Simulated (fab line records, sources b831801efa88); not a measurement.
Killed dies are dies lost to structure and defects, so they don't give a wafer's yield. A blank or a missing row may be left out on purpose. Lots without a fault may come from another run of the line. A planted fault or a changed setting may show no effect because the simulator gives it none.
A struck lot beside a sound one | flow sky130 | 25 steps out of a route of 708
Sound: wafers L281.1, L281.3, L281.6. Struck: wafers L270.1, L270.2, L270.6. The cause comes at the end.
At each step with rows: each side's tool, then ch and its chambers, then its first start. Under that, the readings that differ: sound wafers | struck wafers | difference of the means | sigmas: that difference in standard deviations of wafers without a fault.
alike: readings whose means differ by less than 2 such deviations, and words and numbers that are the same on both sides. not compared: withheld readings, readings that some wafer has no value for, bounds like >300 that may hide the same value, and numbers for which the record gives no deviation and whose values overlap.
The two part at a step that has a row with sigmas, a row that says differs or no value, or rows on one side only. Numbers that don't overlap but have no deviation are shown without sigmas and don't part them. A reading that every wafer of one side lacks parts them only if that side has two wafers or more.

SKY_POLY_CUT_ETCH_11: etches Si3N4 in CF4/CH2F2/Ar, stops on poly-Si, time 42.5 s, target depth 60 nm.
  sound on rie_diel-03 ch 1,2, day 29 14:50; struck on rie_diel-03 ch 0,1, day 26 18:28
  alike: cf4_flow_sccm, drypump_motor_current_A, oes_product_au, throttle_valve_pct
  not compared: rf_hours_counter_h
SKY_POLY_CUT_STRIP_12: strips in O2/N2.
  sound on plasma_asher-02 ch 0,1, day 29 14:53; struck on plasma_asher-03 ch 0,1, day 26 18:30
  reading                     | sound       | struck      | difference | sigmas
  drypump_motor_current_A (A) | 5.2 5.2 5.1 | 6.5 5.8 6.5 | +1.1       | +2
  alike: chamber_pressure_mTorr, oes_product_au, strip_time_to_endpoint_s
  not compared: rf_hours_counter_h
then, 3 steps without rows for these wafers: SKY_SD_P_DEHYDRATE_00 (time 60 s); SKY_SD_P_HMDS_01 (prime time 60 s); SKY_SD_P_COAT_02 (resist thk 1140 nm).
SKY_SD_P_SOFTBAKE_03: time 62.55 s.
  sound on litho_track-01 ch 0, day 30 05:13; struck on litho_track-02 ch 0, day 27 10:03
  alike: chill_plate_temp_C, plate_sensor_t_centre_C, plate_sensor_t_edge_C
then, 3 steps without rows for these wafers: SKY_SD_P_EXPOSE_04 (exposes mask PSDM, target cd 380 nm); SKY_SD_P_PEB_05; SKY_SD_P_DEVELOP_06 (develop time 60 s).
SKY_SD_P_CD_MEAS_07: target cd 380 nm.
  sound on cd_sem-02, day 30 18:26; struck on cd_sem-01, day 27 23:32
  alike: cd_nm
SKY_SD_P_OVL_MEAS_08:
  sound on overlay-02, day 30 18:34; struck on overlay-01, day 27 23:40
  alike: SD_P_OVL
then, 1 step without rows for these wafers: SKY_SD_P_IMPLANT_09.
SKY_SD_P_STRIP_10: strips in O2/N2.
  sound on plasma_asher-04 ch 0,1, day 30 18:44; struck on plasma_asher-03 ch 0,1, day 27 23:50
  no value came back on the struck wafers for chamber_pressure_mTorr (mTorr), drypump_motor_current_A (A), oes_product_au (a.u.), strip_time_to_endpoint_s (s); on the sound wafers chamber_pressure_mTorr (mTorr) reads 1501.1 1500.6 1498.7
  reading                                   | sound | struck         | difference | sigmas
  model.NOVOLAK_of_SD_P_COAT_02.thk_nm (nm) | 0 0 0 | 1137 1140 1139 | +1139      |
  not compared: rf_hours_counter_h
SKY_SD_P_TW_MEAS_11:
  sound on film_metro-02, day 30 18:50; struck on film_metro-02, day 27 23:56
  alike: SD_P_TW
then, 8 steps without rows for these wafers: SKY_RES_XHIGH_DEHYDRATE_00 (time 60 s); SKY_RES_XHIGH_HMDS_01 (prime time 60 s); SKY_RES_XHIGH_COAT_02 (resist thk 1140 nm); SKY_RES_XHIGH_SOFTBAKE_03 (time 60 s); SKY_RES_XHIGH_EXPOSE_04 (exposes mask URPM, target cd 1270 nm); SKY_RES_XHIGH_PEB_05; SKY_RES_XHIGH_DEVELOP_06 (develop time 60 s); SKY_RES_XHIGH_IMPLANT_07.
SKY_RES_XHIGH_STRIP_08: strips in O2/N2.
  sound on plasma_asher-04 ch 1, day 31 22:56; struck on plasma_asher-04 ch 0,1, day 29 03:56
  reading                      | sound             | struck            | difference | sigmas
  strip_time_to_endpoint_s (s) | 14.25 14.27 14.26 | 31.30 31.34 31.33 | +17.06     | +99 or more
  alike: chamber_pressure_mTorr, drypump_motor_current_A, oes_product_au
  not compared: rf_hours_counter_h
SKY_RES_XHIGH_TW_MEAS_09:
  sound on film_metro-04, day 31 23:02; struck on film_metro-04, day 29 04:02
  reading      | sound          | struck   | difference | sigmas
  RES_XHIGH_TW | 1638 1657 1647 | 30 30 30 | -1617      | -99 or more
then, 1 step without rows for these wafers: SKY_SD_N_DEHYDRATE_00 (time 60 s).

WHERE THEY PART
First at SKY_POLY_CUT_STRIP_12; last, within this record, at SKY_RES_XHIGH_TW_MEAS_09.

WHY: what the simulator had put in
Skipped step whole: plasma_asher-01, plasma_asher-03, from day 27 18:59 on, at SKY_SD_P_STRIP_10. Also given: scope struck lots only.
